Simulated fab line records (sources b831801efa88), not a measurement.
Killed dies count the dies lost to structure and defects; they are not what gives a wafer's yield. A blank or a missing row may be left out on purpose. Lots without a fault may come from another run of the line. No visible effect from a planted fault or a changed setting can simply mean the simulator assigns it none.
A lot that was struck, set against a sound lot / flow sky130 / 15 out of 708 route steps
Sound: wafers L354.2, L354.3, L354.6. The struck wafers were L364.2, L364.4, L364.6. At the end, the cause is stated.
Per side, at each step with rows, come the tool, then ch with its chambers, and then its first start. Under that, the readings that differ: sound wafers / struck wafers / difference of the means / sigmas: that difference in standard deviations of wafers without a fault.
alike: readings with means less than 2 such deviations apart, plus words and numbers identical on both sides. not compared: withheld readings, readings lacking a value on some wafer, bounds such as >300 that could conceal the same value, and numbers that have no deviation in the record and whose values overlap.
Wherever a step has rows on one side only, a row that says differs or no value, or a row with sigmas, the two part there. Numbers that don't overlap but have no deviation are shown without sigmas and don't part them. A reading missing from all wafers of one side parts the sides only when that side holds two or more wafers.

first, 8 steps without rows for these wafers: SKY_LI_CONTACT_DEHYDRATE_04 (time 60 s); SKY_LI_CONTACT_HMDS_05 (prime time 60 s); SKY_LI_CONTACT_COAT_06 (resist thk 60 nm); SKY_LI_CONTACT_COAT_07 (resist thk 450 nm); SKY_LI_CONTACT_SOFTBAKE_08 (time 90 s); SKY_LI_CONTACT_EXPOSE_09 (exposes mask LICM1, target cd 170 nm); SKY_LI_CONTACT_PEB_10; SKY_LI_CONTACT_DEVELOP_11 (develop time 60 s).
SKY_LI_CONTACT_CD_MEAS_12 targets a cd of 170 nm.
  struck on cd-sem-01, day 35 12:19; sound on cd-sem-01, day 32 11:09
  alike: cd-nm
SKY_LI_CONTACT_OVL_MEAS_13:
  struck on overlay-02, day 35 12:25; sound on overlay-02, day 32 11:16
  alike: LI_CONTACT_OVL
SKY_LI_CONTACT_ETCH_14: etches BARC in N2/H2, stops on SiO2, time 44.54 s, target depth 60 nm.
  sound on rie-diel-03 ch 0,3, day 32 11:17; struck on rie-diel-04 ch 0,1,3, day 35 12:27
  alike: drypump-motor-current-A, oes-product-au, throttle-valve-pct
  not compared: rf-hours-counter-h
SKY_LI_CONTACT_ETCH_15: etches PSG in C4F8/O2/Ar, stops on Si, target depth 600 nm.
  sound on rie-diel-03 ch 0,3, day 32 11:20; struck on rie-diel-04 ch 0,1,3, day 35 12:30
  alike: oes-product-au
SKY_LI_CONTACT_STRIP_16: strips in O2/N2.
  sound on plasma-asher-03 ch 0,1, day 32 11:25; struck on plasma-asher-03 ch 0,1, day 35 12:35
  no value came back on the struck wafers for chamber-pressure-mTorr (mTorr), drypump-motor-current-A (A), oes-product-au (a.u.), strip-time-to-endpoint-s (s); on the sound wafers chamber-pressure-mTorr (mTorr) reads 1499.3 1501.8 1498.3
reading=model.KrF-thick_of_LI_CONTACT_COAT_07.thk-nm (nm); sound=0 0 0; struck=234.7 235.9 238.3; difference=+236.3; sigmas=
  not compared: rf-hours-counter-h
then, 1 step without rows for these wafers: SKY_LI_CONTACT_CLEAN_17 (cleans in NMP, time 600 s).
-- record jumps: 15 days separate the struck wafers' starts on either side; left off in module LI_CONTACT, taken up again in module PAD_OPEN, whose first shown step is the route's number 708 --
SKY_PAD_OPEN_PROBE_99:
  only the struck wafers here have rows in the record (prober-02, day 50 10:06); the sound ones have none

## WHERE THEY PART
Earliest at SKY_LI_CONTACT_STRIP_16; latest, in this record, at SKY_PAD_OPEN_PROBE_99.

WHY: the cause the simulator had injected
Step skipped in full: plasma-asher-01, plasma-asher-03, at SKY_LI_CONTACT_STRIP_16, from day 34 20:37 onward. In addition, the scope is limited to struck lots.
